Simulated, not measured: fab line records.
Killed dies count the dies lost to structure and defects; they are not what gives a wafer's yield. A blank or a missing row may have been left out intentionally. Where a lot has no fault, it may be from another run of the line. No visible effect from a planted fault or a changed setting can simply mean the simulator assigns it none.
fab line records | flow sky130
record lots=6 wafers=18 lastDay=50
route steps=708 shown PWDE@52 NWELL@56 PAD_OPEN@708
lots that met no fault: taken from a fault-free run of the same line
startH: hours from the record's opening day to when the first of the lot's shown wafers began | waitH: hours from the lot's prior step to this one | " the same as in the row above | L1.1+2: several wafers, shown together as one row | - either no value or no given start | * or withheld: withheld | < > ~ a bound
route shown NAME@n: NAME is a module with steps in the file, n the number in the route of the first one | usual: mean/standard deviation of fault-free wafers | same: alike in all rows | chamber/n: place in a boat | sites: per-site readings | _std_site: their standard deviation | _edge_site: the outer-site mean with the inner-site mean subtracted | radiusMm: how far each site lies from the wafer's centre | mask NAME#n: copy n | behind: the tool/chamber that last shaped the wafer | hold: why the lot went on hold/how many hours it stayed there/how the hold came to an end | device: transistor that didn't switch, given as n, p or np | end of line: the same wafers' tests at the end of the route | for a step that has no rows: nothing shown but its recipe | killed: dies that structure and defects cost at the first sort, which is not the same as the wafer's yield | map: shows each die of a wafer: x if killed, . if not, _ if none is there
set.NAME: setting as actually run; set.NAME@STEP: the setting as run at that earlier step | model.NAME: the simulator's own value behind a step, which no gauge read
a table for each step, a row for each wafer; lots at some steps of the route
services: the hour from which a tool's chamber was out of use, counted from the record's first day as startH (under 0 if before that day), plus the number of hours and why
## steps
# step SKY_PWDE_OVL_MEAS_07
# usual PWDE_OVL=0.2/1.5
# columns lot.wafer tool chamber startH waitH PWDE_OVL[nm]
L437.1 overlay-01 - 77.14 - 0.9
L437.2 " - " " 0.6
L437.4 " - " " 0.1
L445.1 overlay-01 - 124.39 - 0.7
L445.3 " - " " 0.2
L445.4 " - " " 1.1
L447.1 overlay-02 - 135.63 - -0.5
L447.2 " - " " -0.6
L447.5 " - " " -1.0
L453.2 overlay-01 - 168.53 - -2.0
L453.4 " - " " 0.2
L453.6 " - " " -1.8
L458.1 overlay-01 - 198.42 - 2.4
L458.3 " - " " 3.6
L458.6 " - " " 2.9
L457.2 overlay-02 - 198.75 - 0.0
L457.5 " - " " -1.4
L457.6 " - " " -0.2
# step SKY_PWDE_IMPLANT_08
# recipe species=B energyKev=150 doseCm2=3.6e+12 tiltDeg=withheld
# step SKY_PWDE_STRIP_09
# recipe chemistry=O2/N2 powerW=1400 pressureMtorr=1500 platenTempC=withheld o2FlowSccm=3000 n2FlowSccm=300 overashFraction=0.5
# usual drypumpMotorCurrentA=5.9/0.31 o2FlowSccm=3000/9.3 oesProductAu=0.723/0.0044 stripTimeToEndpointS=36.91/0.11
# columns lot.wafer tool chamber startH waitH drypumpMotorCurrentA o2FlowSccm oesProductAu rfHoursCounterH stripTimeToEndpointS
L437.1 plasmaAsher-01 1 77.33 0.1 6.0 2985 0.726 37 36.82
L437.2 " 0 " " 6.5 3017 0.724 37 36.70
L437.4 " 0 " " 6.5 3017 0.721 - 36.72
L445.1 plasmaAsher-04 0 124.58 0.1 5.9 3003 0.722 1 36.99
L445.3 " 0 " " 5.9 3002 0.721 - 36.94
L445.4 " 1 " " 5.6 3000 0.717 - 36.86
L447.1 plasmaAsher-03 1 135.81 0.1 5.6 2998 0.729 28 37.13
L447.2 " 0 " " 5.7 3005 0.728 28 36.97
L447.5 " 1 " " 5.6 3001 0.725 - 37.13
L453.2 plasmaAsher-03 1 168.71 0.1 5.7 2994 0.727 30 36.81
L453.4 " 1 " " 5.7 2990 0.728 - 36.89
L453.6 " 1 " " 5.7 2988 0.720 - 36.84
L458.1 plasmaAsher-04 0 198.60 0.1 5.9 3012 0.719 8 36.97
L458.3 " 1 " " 5.5 3004 0.728 - 36.93
L458.6 " 0 " " 5.9 3007 0.726 - 37.00
L457.2 plasmaAsher-03 0 198.93 0.1 5.7 3001 0.720 33 36.83
L457.5 " 1 " " 5.7 3012 0.719 - 36.82
L457.6 " 0 " " 5.7 3000 0.727 - 36.90
# step SKY_PWDE_TW_MEAS_10
# usual PWDE_TW=379/3.9
# columns lot.wafer tool chamber startH waitH PWDE_TW
L437.1 filmMetro-02 - 77.43 0.1 376
L437.2 " - " " 376
L437.4 " - " " 376
L445.1 filmMetro-02 - 124.68 0.1 374
L445.3 " - " " 375
L445.4 " - " " 375
L447.1 filmMetro-01 - 135.91 0.1 377
L447.2 " - " " 377
L447.5 " - " " 378
L453.2 filmMetro-01 - 168.82 0.1 377
L453.4 " - " " 376
L453.6 " - " " 378
L458.1 filmMetro-04 - 198.70 0.1 381
L458.3 " - " " 383
L458.6 " - " " 383
L457.2 filmMetro-01 - 199.04 0.1 377
L457.5 " - " " 377
L457.6 " - " " 375
# step SKY_NWELL_DEHYDRATE_03
# recipe tempC=200 timeS=60
# step SKY_NWELL_HMDS_04
# recipe primeTimeS=60 primeTempC=120
# step SKY_NWELL_COAT_05
# recipe spinRpm=2000 resistThkNm=3000
# step SKY_NWELL_SOFTBAKE_06
# recipe tempC=110 timeS=withheld
# step SKY_NWELL_EXPOSE_07
# recipe maskId=NWM na=0.6 sourceShape=conventional sigmaOuter=0.6 polarization=unpolarized targetCdNm=840 doseMj=255
# step SKY_NWELL_PEB_08
# recipe tempC=115 timeS=withheld
# step SKY_NWELL_DEVELOP_09
# recipe wallAngleDeg=90 developer=TMAH developTimeS=60 devTempC=23
# step SKY_NWELL_OVL_MEAS_10
# usual NWELL_00_OVL=-1.0/1.5
# columns lot.wafer tool chamber startH waitH NWELL_00_OVL[nm]
L437.1 overlay-01 - 94.32 - 0.9
L437.2 " - " " 1.2
L437.4 " - " " -0.3
L445.1 overlay-02 - 143.93 - -0.6
L445.3 " - " " -0.3
L445.4 " - " " -0.8
L447.1 overlay-01 - 154.98 - -3.1
L447.2 " - " " 0.1
L447.5 " - " " -1.9
L453.2 overlay-01 - 189.68 - 1.2
L453.4 " - " " 0.8
L453.6 " - " " 1.2
L458.1 overlay-01 - 220.84 - -1.5
L458.3 " - " " 0.6
L458.6 " - " " -0.6
L457.2 overlay-01 - 221.23 - -0.5
L457.5 " - " " -1.0
L457.6 " - " " -0.1
# step SKY_NWELL_IMPLANT_11
# recipe species=P energyKev=403.6 doseCm2=1.9e+13 tiltDeg=withheld
# usual beamOnS=10.01/0.21 doseIonsCm2=1.8994e+13/2e+10 faradayCurrentUA=107.1/2.2
# columns lot.wafer tool chamber startH waitH beamOnS doseIonsCm2 faradayCurrentUA
L437.1 implanter-02 0 94.36 0.0 9.82 1.9e+13 108.6
L437.2 " 0 " " 10.00 1.9024e+13 106.7
L437.4 " 0 " " 10.06 1.8975e+13 106.7
L445.1 implanter-01 0 143.96 0.0 11.01 2.4756e+13 126.9
L445.3 " 0 " " 10.67 2.4765e+13 130.4
L445.4 " 0 " " 11.07 2.4777e+13 125.7
L447.1 implanter-01 0 155.01 0.0 10.81 2.4742e+13 129.6
L447.2 " 0 " " 11.27 2.4732e+13 123.6
L447.5 " 0 " " 10.76 2.4764e+13 129.8
L453.2 implanter-02 0 189.74 0.0 10.06 1.898e+13 105.7
L453.4 " 0 " " 9.80 1.8985e+13 108.8
L453.6 " 0 " " 10.23 1.8991e+13 104.7
L458.1 implanter-02 0 221.00 0.1 10.11 1.8963e+13 106.1
L458.3 " 0 " " 9.83 1.8989e+13 108.6
L458.6 " 0 " " 9.65 1.9038e+13 111.0
L457.2 implanter-02 0 221.47 0.2 10.24 1.901e+13 104.8
L457.5 " 0 " " 9.67 1.9031e+13 111.0
L457.6 " 0 " " 9.95 1.901e+13 107.5
# step SKY_NWELL_IMPLANT_12
# recipe species=P energyKev=120 doseCm2=1.3e+12 tiltDeg=withheld
# step SKY_NWELL_IMPLANT_13
# recipe species=P energyKev=50 doseCm2=7e+11 tiltDeg=withheld
# step SKY_NWELL_STRIP_14
# recipe chemistry=O2/N2 powerW=1400 pressureMtorr=1500 platenTempC=withheld o2FlowSccm=3000 n2FlowSccm=300 overashFraction=0.5
# usual drypumpMotorCurrentA=5.68/0.27 o2FlowSccm=2999/9 oesProductAu=0.722/0.0048 stripTimeToEndpointS=36.88/0.1
# columns lot.wafer tool chamber startH waitH drypumpMotorCurrentA o2FlowSccm oesProductAu rfHoursCounterH stripTimeToEndpointS
L437.1 plasmaAsher-04 1 94.81 0.1 5.52 3001 0.718 43 36.91
L437.2 " 0 " " 5.81 3010 0.723 43 36.86
L437.4 " 1 " " 5.54 2994 0.720 - 36.86
L445.1 plasmaAsher-03 1 144.41 0.1 5.70 2986 0.726 28 36.91
L445.3 " 0 " " 5.67 2995 0.730 - 36.87
L445.4 " 1 " " 5.71 2998 0.723 - 36.93
L447.1 plasmaAsher-04 1 155.46 0.1 5.51 3002 0.732 4 36.82
L447.2 " 0 " " 5.82 2999 0.721 4 36.89
L447.5 " 1 " " 5.50 2998 0.723 - 36.82
L453.2 plasmaAsher-04 1 190.16 0.1 5.51 2992 0.724 7 36.72
L453.4 " 0 " " 5.79 3011 0.714 - 36.70
L453.6 " 1 " " 5.53 2986 0.729 - 36.78
L458.1 plasmaAsher-03 0 221.45 0.1 5.65 2997 0.717 35 36.96
L458.3 " 1 " " 5.76 2991 0.719 - 37.04
L458.6 " 1 " " 5.72 2990 0.724 - 36.99
L457.2 plasmaAsher-02 0 221.90 0.1 5.25 3001 0.721 56 37.04
L457.5 " 0 " " 5.25 2999 0.730 - 36.89
L457.6 " 1 " " 6.14 3008 0.730 - 36.91
# step SKY_NWELL_TW_MEAS_15
# usual NWELL_TW=1844/19
# columns lot.wafer tool chamber startH waitH NWELL_TW
L437.1 filmMetro-02 - 94.91 0.1 1832
L437.2 " - " " 1834
L437.4 " - " " 1826
L445.1 filmMetro-04 - 144.51 0.1 2041
L445.3 " - " " 2028
L445.4 " - " " 2030
L447.1 filmMetro-02 - 155.56 0.1 1984
L447.2 " - " " 1973
L447.5 " - " " 1979
L453.2 filmMetro-01 - 190.27 0.1 1855
L453.4 " - " " 1853
L453.6 " - " " 1842
L458.1 filmMetro-01 - 221.55 0.1 1822
L458.3 " - " " 1828
L458.6 " - " " 1832
L457.2 filmMetro-02 - 222.01 0.1 1822
L457.5 " - " " 1820
L457.6 " - " " 1817
# step SKY_NWELL_DEHYDRATE_16
# recipe tempC=200 timeS=60
# step SKY_NWELL_HMDS_17
# recipe primeTimeS=60 primeTempC=120
# step SKY_NWELL_COAT_18
# recipe spinRpm=2000 resistThkNm=3000
# step SKY_NWELL_SOFTBAKE_19
# recipe tempC=110 timeS=withheld
# step SKY_NWELL_EXPOSE_20
# recipe maskId=NWM_COMPLEMENT na=0.6 sourceShape=conventional sigmaOuter=0.6 polarization=unpolarized targetCdNm=840 doseMj=260
# step SKY_NWELL_PEB_21
# recipe tempC=115 timeS=withheld
# step SKY_NWELL_DEVELOP_22
# recipe wallAngleDeg=90 developer=TMAH developTimeS=60 devTempC=23
# step SKY_NWELL_OVL_MEAS_23
# usual NWELL_01_OVL=-0.7/1.3
# columns lot.wafer tool chamber startH waitH NWELL_01_OVL[nm]
L437.1 overlay-01 - 112.08 - -2.9
L437.2 " - " " -2.3
L437.4 " - " " -2.4
L445.1 overlay-01 - 163.37 - -1.1
L445.3 " - " " -0.4
L445.4 " - " " 0.7
L447.1 overlay-02 - 175.09 - -0.4
L447.2 " - " " -1.0
L447.5 " - " " -0.8
L453.2 overlay-02 - 211.83 - -0.1
L453.4 " - " " 1.6
L453.6 " - " " -0.5
L458.1 overlay-02 - 245.04 - -0.4
L458.3 " - " " -0.9
L458.6 " - " " -1.2
L457.2 overlay-02 - 245.78 - -1.3
L457.5 " - " " -0.8
L457.6 " - " " 0.0
# step SKY_NWELL_IMPLANT_24
# recipe species=B energyKev=140 doseCm2=9.2e+12 tiltDeg=withheld
# step SKY_NWELL_STRIP_25
# recipe chemistry=O2/N2 powerW=1400 pressureMtorr=1500 platenTempC=withheld o2FlowSccm=3000 n2FlowSccm=300 overashFraction=0.5
# usual drypumpMotorCurrentA=5.68/0.26 o2FlowSccm=2999/9.4 oesProductAu=0.723/0.0043 stripTimeToEndpointS=36.86/0.095
# columns lot.wafer tool chamber startH waitH drypumpMotorCurrentA o2FlowSccm oesProductAu rfHoursCounterH stripTimeToEndpointS
L437.1 plasmaAsher-02 1 116.07 3.9 6.12 2984 0.725 45 37.02
L437.2 " 0 " " 5.26 3000 0.726 45 37.01
L437.4 " 1 " " 6.13 2990 0.722 - 36.88
L445.1 plasmaAsher-03 1 163.56 0.1 5.69 3019 0.722 30 36.84
L445.3 " 1 " " 5.71 3001 0.723 - 36.88
L445.4 " 0 " " 5.69 2984 0.715 - 36.99
L447.1 plasmaAsher-04 1 175.28 0.1 5.54 3000 0.724 6 36.82
L447.2 " 0 " " 5.80 2991 0.712 6 36.87
L447.5 " 1 " " 5.52 2999 0.718 - 36.94
L453.2 plasmaAsher-04 0 212.01 0.1 5.83 2980 0.726 9 36.80
L453.4 " 1 " " 5.56 2992 0.720 - 36.79
L453.6 " 1 " " 5.58 3003 0.727 - 36.70
L458.1 plasmaAsher-02 1 245.23 0.1 6.11 2999 0.717 59 36.95
L458.3 " 1 " " 6.08 2985 0.723 - 36.91
L458.6 " 0 " " 5.25 2994 0.729 - 36.90
L457.2 plasmaAsher-03 0 245.96 0.1 5.67 2994 0.721 38 36.95
L457.5 " 1 " " 5.68 2997 0.721 - 37.00
L457.6 " 0 " " 5.69 3002 0.725 - 36.99
# step SKY_NWELL_TW_MEAS_26
# usual NWELL_2_TW=502/5.4
# columns lot.wafer tool chamber startH waitH NWELL_2_TW
L437.1 filmMetro-04 - 116.17 0.1 507
L437.2 " - " " 506
L437.4 " - " " 509
L445.1 filmMetro-02 - 163.66 0.1 498
L445.3 " - " " 499
L445.4 " - " " 498
L447.1 filmMetro-01 - 175.38 0.1 504
L447.2 " - " " 500
L447.5 " - " " 501
L453.2 filmMetro-01 - 212.12 0.1 500
L453.4 " - " " 502
L453.6 " - " " 500
L458.1 filmMetro-04 - 245.33 0.1 510
L458.3 " - " " 511
L458.6 " - " " 509
L457.2 filmMetro-04 - 246.07 0.1 512
L457.5 " - " " 509
L457.6 " - " " 511
# step SKY_NWELL_CLEAN_27
# recipe chemistry=SC1/SC2 mix=1:4:20 tempC=70 timeS=150 dry=n2Spin
# step SKY_NWELL_RTA_28
# recipe tempC=1050 timeS=30 idleTempC=650 rampUpCPerS=150 rampDownCPerS=90 ambient=N2
# usual lampPowerPct=25.30/0.055 wafer_temp_C_max=1054.7/0.93
# columns lot.wafer tool chamber startH waitH lampPowerPct wafer_temp_C_max
L437.1 rtpAnneal-01 0 116.28 0.0 25.30 1056.6
L437.2 " 0 " " 25.23 1053.3
L437.4 " 0 " " 25.18 1054.2
L445.1 rtpAnneal-01 0 163.77 0.0 25.38 1054.0
L445.3 " 0 " " 25.33 1054.7
L445.4 " 0 " " 25.31 1054.9
L447.1 rtpAnneal-02 0 175.49 0.0 25.25 1054.1
L447.2 " 0 " " 25.30 1054.3
L447.5 " 0 " " 25.35 1054.8
L453.2 rtpAnneal-01 0 212.30 0.0 25.24 1055.5
L453.4 " 0 " " 25.29 1053.8
L453.6 " 0 " " 25.38 1056.3
L458.1 rtpAnneal-01 0 245.44 0.0 25.25 1052.7
L458.3 " 0 " " 25.29 1055.5
L458.6 " 0 " " 25.32 1054.4
L457.2 rtpAnneal-02 0 246.23 0.0 25.29 1057.6
L457.5 " 0 " " 25.29 1054.8
L457.6 " 0 " " 25.38 1055.2
# step SKY_NWELL_RS_MEAS_29
# recipe thkMeasGauge=four-point-probe
# usual NWELL_RS=623.5/1.6
# columns lot.wafer tool chamber startH waitH NWELL_RS[ohm/sq]
L437.1 filmMetro-01 - 116.38 0.1 625.3
L437.2 " - " " 623.0
L437.4 " - " " 624.1
L445.1 filmMetro-04 - 163.87 0.1 538.8
L445.3 " - " " 540.2
L445.4 " - " " 539.2
L447.1 filmMetro-04 - 175.59 0.1 543.0
L447.2 " - " " 542.1
L447.5 " - " " 542.3
L453.2 filmMetro-02 - 212.40 0.1 620.6
L453.4 " - " " 620.8
L453.6 " - " " 620.7
L458.1 filmMetro-01 - 245.54 0.1 625.2
L458.3 " - " " 626.0
L458.6 " - " " 624.6
L457.2 filmMetro-01 - 246.34 0.1 625.3
L457.5 " - " " 623.3
L457.6 " - " " 625.6
# step SKY_PAD_OPEN_PROBE_99
# usual killed_at_M0_to_M3=44/7.5 killed_at_M4_up=3.1/1.7 killedAtContacts=24/6.2 killedAtFrontEnd=15/4.2 killedAtOther=0.4/0.58 killedDies=85/10 killedOpen=47/7.7 killedShort=38/6.4
# same grossDies=492 killedAtBackSide=0
# columns lot.wafer tool chamber startH waitH killed_at_M0_to_M3 killed_at_M4_up killedAtContacts killedAtFrontEnd killedAtOther killedDies killedOpen killedShort model.etest.nfet_16v.rOnOhmUm model.etest.pfet_16v.rOnOhmUm model.etest.resNwell.lineOhmUm model.etest.resNwell.rsOhmSq model.etest.tip_p_5v.rsOhmSq model.etest.resIsoPwell.widthNm model.etest.resNwell.widthNm model.etest.pfet_16v.driveUaUm
L437.1 prober-01 - 1094.04 0.1 33 2 16 15 0 66 33 33 1.419e+04 1.49e+04 1102 907.8 2866 2666 825.3 248
L437.2 prober-01 - 1094.09 0.1 42 4 22 14 0 82 38 44 1.407e+04 1.479e+04 1092 892.1 2855 2677 821.2 253.6
L437.4 prober-01 - 1094.19 0.2 56 2 27 15 0 100 47 53 1.412e+04 1.465e+04 1087 885.9 2860 2658 824.8 252.8
L445.1 prober-02 - 1139.51 0.1 50 4 24 18 0 96 47 48 1.258e+04 1.523e+04 955 801.6 2897 2648 847.5 244.8
L445.3 prober-02 - 1139.61 0.2 48 5 27 11 2 93 48 43 1.262e+04 1.484e+04 932 783 2897 2655 839 247
L445.4 prober-02 - 1139.66 0.2 44 1 19 13 1 78 48 29 1.26e+04 1.52e+04 957.8 813.3 2914 2652 845.9 241.7
L447.1 prober-01 - 1142.52 0.1 33 6 23 6 0 68 37 31 1.298e+04 1.584e+04 916 810.1 2862 2597 882.9 235.8
L447.2 prober-01 - 1142.57 0.1 34 3 25 12 0 74 42 31 1.289e+04 1.592e+04 916.7 799.6 2880 2610 880.8 238.9
L447.5 prober-01 - 1142.72 0.2 37 8 15 15 0 75 45 29 1.299e+04 1.586e+04 901.4 798.9 2897 2614 882.8 237.7
L453.2 prober-01 - 1175.85 0.1 46 3 28 12 0 89 49 40 1.343e+04 1.516e+04 1224 1017 2861 2640 834.9 245.6
L453.4 prober-01 - 1175.95 0.2 44 5 16 13 1 79 45 33 1.342e+04 1.52e+04 1209 999.2 2862 2654 831.3 245.2
L453.6 prober-01 - 1176.05 0.2 44 2 19 12 0 77 40 37 1.326e+04 1.511e+04 1213 1011 2862 2643 833.9 247.4
L457.2 prober-01 - 1205.58 0.1 36 3 26 15 0 80 39 41 1.379e+04 1.51e+04 1161 988.2 2826 2647 838.8 251.3
L457.5 prober-01 - 1205.73 0.2 40 2 18 22 0 82 44 38 1.364e+04 1.516e+04 1176 972.3 2864 2648 846.7 247.8
L457.6 prober-01 - 1205.78 0.2 47 0 27 16 0 90 58 31 1.357e+04 1.475e+04 1121 946.9 2859 2637 839.6 257.4
L458.1 prober-01 - 1207.99 0.1 64 1 24 15 0 104 55 49 1.382e+04 1.474e+04 1071 897.1 2809 2646 840.9 258.2
L458.3 prober-01 - 1208.09 0.2 45 3 34 12 1 95 60 35 1.382e+04 1.476e+04 1074 898.5 2804 2648 834.2 260.9
L458.6 prober-01 - 1208.24 0.2 39 3 26 17 0 85 46 39 1.378e+04 1.487e+04 1053 901.7 2828 2653 845.8 257.2
# killed by level:class
L437.1 VIA1:geometricParticle:open=13 VIA2:geometricParticle:open=5 FIELD_ISO:geometricParticle:short=4 LI_CONTACT:geometricParticle:short=4 METAL2:geometricParticle:short=4 SONOS_ONO:geometricParticle:short=3 LI_CONTACT:geometricParticle:open=3 LOCAL_INTERCONNECT:geometricParticle:short=3
L437.2 VIA1:geometricParticle:open=12 METAL2:geometricParticle:short=8 LI_CONTACT:geometricParticle:open=7 VIA1:geometricParticle:short=6 LOCAL_INTERCONNECT:geometricParticle:short=5 CONTACT:geometricParticle:open=5 VIA2:geometricParticle:open=5 POLY_GATE:geometricParticle:short=4
L437.4 VIA1:geometricParticle:short=16 CONTACT:geometricParticle:open=12 METAL2:geometricParticle:short=11 VIA1:geometricParticle:open=7 VIA2:geometricParticle:open=6 FIELD_ISO:geometricParticle:open=5 VIA3:geometricParticle:open=5 LI_CONTACT:geometricParticle:open=5
L445.1 VIA3:geometricParticle:open=11 METAL2:geometricParticle:short=9 VIA2:geometricParticle:open=8 POLY_GATE:geometricParticle:short=7 CONTACT:geometricParticle:short=7 VIA1:geometricParticle:open=7 LOCAL_INTERCONNECT:geometricParticle:short=6 CONTACT:geometricParticle:open=6
L445.3 VIA1:geometricParticle:open=12 CONTACT:geometricParticle:open=8 LI_CONTACT:geometricParticle:open=8 LOCAL_INTERCONNECT:geometricParticle:short=7 METAL1:geometricParticle:short=6 METAL2:geometricParticle:short=6 VIA1:geometricParticle:short=5 VIA2:geometricParticle:open=5
L445.4 VIA1:geometricParticle:open=13 VIA3:geometricParticle:open=10 LI_CONTACT:geometricParticle:open=8 VIA1:geometricParticle:short=7 VIA2:geometricParticle:open=6 POLY_GATE:geometricParticle:open=4 CONTACT:geometricParticle:open=4 METAL3:geometricParticle:short=4
L447.1 VIA1:geometricParticle:open=13 CONTACT:geometricParticle:open=8 LI_CONTACT:geometricParticle:open=6 METAL1:geometricParticle:short=5 LOCAL_INTERCONNECT:geometricParticle:short=4 VIA2:geometricParticle:open=4 METAL4:geometricParticle:short=4 POLY_GATE:geometricParticle:short=3
L447.2 VIA1:geometricParticle:open=13 LI_CONTACT:geometricParticle:open=12 METAL1:geometricParticle:short=7 CONTACT:geometricParticle:open=6 METAL2:geometricParticle:short=4 CONTACT:geometricParticle:short=4 VIA1:geometricParticle:short=3 FIELD_ISO:geometricParticle:open=2
L447.5 VIA1:geometricParticle:open=7 CONTACT:geometricParticle:open=6 METAL1:geometricParticle:short=6 VIA2:geometricParticle:open=6 METAL4:geometricParticle:short=5 VIA3:geometricParticle:open=5 FIELD_ISO:geometricParticle:open=4 LI_CONTACT:geometricParticle:open=4
L453.2 LI_CONTACT:geometricParticle:open=11 VIA1:geometricParticle:open=9 CONTACT:geometricParticle:short=8 METAL1:geometricParticle:short=8 VIA2:geometricParticle:open=8 CONTACT:geometricParticle:open=6 VIA3:geometricParticle:open=6 POLY_GATE:geometricParticle:short=4
L453.4 VIA1:geometricParticle:open=13 METAL1:geometricParticle:short=9 CONTACT:geometricParticle:open=6 VIA3:geometricParticle:open=6 VIA2:geometricParticle:open=5 CONTACT:geometricParticle:short=5 METAL2:geometricParticle:short=5 LI_CONTACT:geometricParticle:short=4
L453.6 VIA1:geometricParticle:open=12 CONTACT:geometricParticle:open=7 VIA1:geometricParticle:short=7 LI_CONTACT:geometricParticle:open=5 VIA2:geometricParticle:short=4 VIA2:geometricParticle:open=4 VIA3:geometricParticle:open=4 FIELD_ISO:geometricParticle:open=3
L457.2 CONTACT:geometricParticle:open=8 VIA1:geometricParticle:open=7 LOCAL_INTERCONNECT:geometricParticle:short=6 VIA3:geometricParticle:open=6 FIELD_ISO:geometricParticle:short=5 CONTACT:geometricParticle:short=5 VIA1:geometricParticle:short=5 METAL2:geometricParticle:short=5
L457.5 VIA1:geometricParticle:open=11 VIA3:geometricParticle:open=8 POLY_GATE:geometricParticle:short=7 CONTACT:geometricParticle:open=7 FIELD_ISO:geometricParticle:short=5 METAL2:geometricParticle:short=5 LI_CONTACT:geometricParticle:open=4 METAL1:geometricParticle:short=4
L457.6 VIA1:geometricParticle:open=17 VIA2:geometricParticle:open=11 CONTACT:geometricParticle:open=10 VIA3:geometricParticle:open=6 FIELD_ISO:geometricParticle:open=5 LI_CONTACT:geometricParticle:open=5 CONTACT:geometricParticle:short=5 METAL1:geometricParticle:short=5
L458.1 VIA1:geometricParticle:open=11 VIA3:geometricParticle:open=10 VIA2:geometricParticle:open=9 METAL2:geometricParticle:short=9 LI_CONTACT:geometricParticle:open=8 CONTACT:geometricParticle:open=6 METAL1:geometricParticle:short=6 POLY_GATE:geometricParticle:short=5
L458.3 CONTACT:geometricParticle:open=20 VIA1:geometricParticle:open=10 VIA2:geometricParticle:open=10 LI_CONTACT:geometricParticle:open=6 METAL1:geometricParticle:short=5 VIA3:geometricParticle:open=5 POLY_GATE:geometricParticle:short=4 CONTACT:geometricParticle:short=4
L458.6 CONTACT:geometricParticle:open=13 VIA1:geometricParticle:open=9 VIA3:geometricParticle:open=8 POLY_GATE:geometricParticle:short=6 POLY_GATE:geometricParticle:open=5 VIA2:geometricParticle:open=5 CONTACT:geometricParticle:short=5 FIELD_ISO:geometricParticle:short=4
## services
# columns tool chamber startH hours kind
plasmaAsher-02 - 69.87 3.5 repair
implanter-01 - 72.39 1.1 repair
plasmaAsher-03 - 77.84 21.3 repair
implanter-01 - 85.49 4.1 repair
plasmaAsher-01 - 86.72 2.8 pm
implanter-02 - 89.51 1.4 repair
plasmaAsher-04 - 108.75 9.0 pm
plasmaAsher-04 0 108.75 9.0 ventCycle
plasmaAsher-04 1 108.75 9.0 ventCycle
plasmaAsher-02 - 110.65 5.4 repair
plasmaAsher-03 - 112.16 11.3 repair
plasmaAsher-04 0 117.75 - clean
plasmaAsher-04 1 117.75 - clean
implanter-01 - 125.21 5.2 pm
rtpAnneal-01 - 126.12 1.5 repair
plasmaAsher-03 - 128.24 2.5 repair
plasmaAsher-03 - 138.45 2.4 repair
implanter-02 - 156.09 2.0 repair
rtpAnneal-02 - 215.86 5.3 pm
implanter-01 - 218.20 104.4 pm
plasmaAsher-04 - 231.93 3.5 repair
## key
firstSign step=SKY_NWELL_IMPLANT_11 reading=doseIonsCm2 direction=up sigmas=99+ usual=* struck=*
effect step=SKY_NWELL_IMPLANT_11 reading=faradayCurrentUA direction=up sigmas=9.5 usual=107.1 struck=127.7
effect step=SKY_NWELL_TW_MEAS_15 reading=NWELL_TW direction=up sigmas=8.3 usual=1844 struck=2006
effect step=SKY_NWELL_RS_MEAS_29 reading=NWELL_RS direction=down sigmas=52 usual=623.5 struck=540.9
modelEffect step=SKY_PAD_OPEN_PROBE_99 value=etest.nfet_16v.rOnOhmUm without=1.377e+04 struck=1.278e+04
metAt SKY_NWELL_IMPLANT_11
struckWafers L445.1,L445.3,L445.4,L447.1,L447.2,L447.5
testerLeftOut L445,L447
fault kind=processParameterDrift tool=implanter-01 chamber=- onsetH=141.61 steps=SKY_NWELL_IMPLANT_11 channel=doseCm2 offset=* shape=step endH=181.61 actsIn=* stated=*
# testerLeftOut: of these lots the tester's yield and bins aren't shown, on N5 and GAA mostly nor the transistor test; their killed dies are dies lost to structure and defects alone, not to doping, threshold or leakage, so they don't give the yield
